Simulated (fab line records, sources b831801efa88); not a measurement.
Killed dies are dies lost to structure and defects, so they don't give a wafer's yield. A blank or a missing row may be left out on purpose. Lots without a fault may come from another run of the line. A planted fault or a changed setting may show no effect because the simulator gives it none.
Which tool did it? | flow sky130 | 13 lots, 39 wafers sampled, at 4 steps of a route of 708

WHAT THE GAUGES READ, wafer by wafer
SKY_LDD_P_OVL_MEAS_08.
lot  | measured     | on         | LDD_P_OVL (nm)
L868 | day 18 16:56 | overlay-02 | 1.5 1.0 3.1
L869 | day 19 06:50 | overlay-02 | -0.5 -0.9 -2.3
L870 | day 19 22:12 | overlay-01 | 0.7 2.7 1.1
L871 | day 20 08:07 | overlay-02 | 1.9 1.0 2.4
L878 | day 23 07:26 | overlay-02 | 1.4 2.6 2.4
L879 | day 23 08:59 | overlay-02 | 2.3 3.1 3.2
L880 | day 23 17:57 | overlay-01 | 3.7 1.1 1.7
L881 | day 23 21:17 | overlay-01 | -1.5 0.5 -0.3
L884 | day 25 07:14 | overlay-01 | 1.5 1.5 1.6
L887 | day 26 05:48 | overlay-01 | -0.7 0.4 1.1
L886 | day 26 06:14 | overlay-02 | 0.2 -0.4 -0.8
L888 | day 26 10:20 | overlay-01 | 0.9 0.5 0.9
L891 | day 27 06:31 | overlay-02 | 2.9 -0.2 0.5

SKY_POLY_CUT_CD_MEAS_08: target cd 270 nm.
lot  | measured     | on        | cd_nm (nm)
L868 | day 23 22:07 | cd_sem-01 | 270.8 270.7 270.0
L869 | day 24 09:39 | cd_sem-02 | 267.8 269.0 268.1
L870 | day 25 09:40 | cd_sem-01 | 269.7 271.1 271.5
L871 | day 25 13:18 | cd_sem-01 | 268.5 269.3 269.4
L878 | day 28 07:34 | cd_sem-02 | 268.8 270.5 269.9
L879 | day 28 09:10 | cd_sem-01 | 272.6 272.6 271.4
L880 | day 28 16:14 | cd_sem-01 | 268.7 269.0 268.3
L881 | day 28 19:22 | cd_sem-01 | 268.6 269.3 268.8
L884 | day 30 05:48 | cd_sem-02 | 270.0 271.3 271.2
L887 | day 31 03:55 | cd_sem-02 | 271.4 270.9 271.3
L886 | day 31 03:49 | cd_sem-01 | 271.1 270.0 268.7
L888 | day 31 05:43 | cd_sem-01 | 269.0 270.5 271.2
L891 | day 32 03:25 | cd_sem-01 | 268.3 269.1 268.0

WHICH TOOL RAN EACH LOT (tool, then ch and the chambers of the sampled wafers, then the start)
lot  | SKY_LDD_P_STRIP_10                   | SKY_LDD_LDN_IMPLANT_11
L868 | plasma_asher-04 ch 0,1, day 18 17:07 | implanter-03 ch 0, day 22 13:14
L869 | plasma_asher-01 ch 0,1, day 19 07:01 | implanter-01 ch 0, day 23 02:06
L870 | plasma_asher-03 ch 0,1, day 19 22:24 | implanter-01 ch 0, day 24 03:20
L871 | plasma_asher-01 ch 0,1, day 20 08:18 | implanter-03 ch 0, day 24 04:01
L878 | plasma_asher-04 ch 0,1, day 23 07:37 | implanter-03 ch 0, day 26 23:50
L879 | plasma_asher-04 ch 0,1, day 23 09:11 | implanter-03 ch 0, day 27 01:58
L880 | plasma_asher-03 ch 0,1, day 23 18:08 | implanter-02 ch 0, day 27 10:18
L881 | plasma_asher-01 ch 0,1, day 23 21:28 | implanter-01 ch 0, day 27 13:14
L884 | plasma_asher-03 ch 0,1, day 25 07:25 | implanter-02 ch 0, day 29 00:01
L887 | plasma_asher-01 ch 0,1, day 26 05:59 | implanter-01 ch 0, day 29 21:25
L886 | plasma_asher-03 ch 1, day 26 06:25   | implanter-02 ch 0, day 29 21:35
L888 | plasma_asher-04 ch 0,1, day 26 10:32 | implanter-03 ch 0, day 30 00:52
L891 | plasma_asher-01 ch 0,1, day 27 06:41 | implanter-02 ch 0, day 30 20:34
- SKY_LDD_P_STRIP_10: strips in O2/N2.
- SKY_LDD_LDN_IMPLANT_11

WHAT THE TOOLS THEMSELVES READ (means of the sampled wafers that have a number; where no wafer has one, the mark that the record gives instead)
SKY_LDD_P_STRIP_10.
lot  | tool            | drypump_motor_current_A (A) | oes_product_au (a.u.) | strip_time_to_endpoint_s (s)
L868 | plasma_asher-04 | 5.1                         | 0.712                 | 14.25
L869 | plasma_asher-01 | 5.6                         | 0.713                 | 14.17
L870 | plasma_asher-03 | 5.5                         | 0.715                 | 14.18
L871 | plasma_asher-01 | 5.9                         | 0.717                 | 14.23
L878 | plasma_asher-04 | 5.1                         | 0.719                 | 14.21
L879 | plasma_asher-04 | 5.1                         | 0.716                 | 14.21
L880 | plasma_asher-03 | 5.6                         | 0.716                 | 14.17
L881 | plasma_asher-01 | 5.9                         | 0.716                 | 14.17
L884 | plasma_asher-03 | 5.3                         | 0.714                 | 14.19
L887 | plasma_asher-01 | 5.6                         | 0.715                 | 14.17
L886 | plasma_asher-03 | 5.8                         | 0.717                 | 14.20
L888 | plasma_asher-04 | 5.1                         | 0.716                 | 14.20
L891 | plasma_asher-01 | 5.6                         | 0.713                 | 14.19

SKY_LDD_LDN_IMPLANT_11.
lot  | tool         | dose_ions_cm2
L868 | implanter-03 | 1.2509e+13
L869 | implanter-01 | 1.2500e+13
L870 | implanter-01 | 1.2508e+13
L871 | implanter-03 | 1.2500e+13
L878 | implanter-03 | 1.2091e+13
L879 | implanter-03 | 1.2088e+13
L880 | implanter-02 | 1.2486e+13
L881 | implanter-01 | 1.2471e+13
L884 | implanter-02 | 1.2507e+13
L887 | implanter-01 | 1.2518e+13
L886 | implanter-02 | 1.2508e+13
L888 | implanter-03 | 1.2507e+13
L891 | implanter-02 | 1.2481e+13

THE ANSWER, worked out from the rows above alone
Rule: what is usual is taken from the lots themselves. Put in order of their means at a reading, lots are off if they are a third of the lots or fewer, leave a main group of 4 or more, and stand apart from it by a gap of 3 or more times the standard deviation of the main group's means; of several such gaps the widest counts. A main group whose means are all the same, to the digits that the tables above print for the reading, isn't used. A lot without any number at a reading at which 4 lots or more have one is off too. The other lots that the step has rows for count as sound. The gauges are gone through in route order, then the tools' own readings, and for those a lot's mean is taken as printed above. The first step at which some lot is off is used, and at that step the reading that is off furthest; a lot without a number counts as furthest.
Off: L878, L879, at SKY_LDD_LDN_IMPLANT_11 (dose_ions_cm2). The main group: mean 1.2500e+13, standard deviation 1.4e+10.
A tool fits if, at that step or a process step before it, it ran every lot that is off, and no sound lot after the first of them. None of those tried fits.

WHAT THE SIMULATOR HAD PUT IN
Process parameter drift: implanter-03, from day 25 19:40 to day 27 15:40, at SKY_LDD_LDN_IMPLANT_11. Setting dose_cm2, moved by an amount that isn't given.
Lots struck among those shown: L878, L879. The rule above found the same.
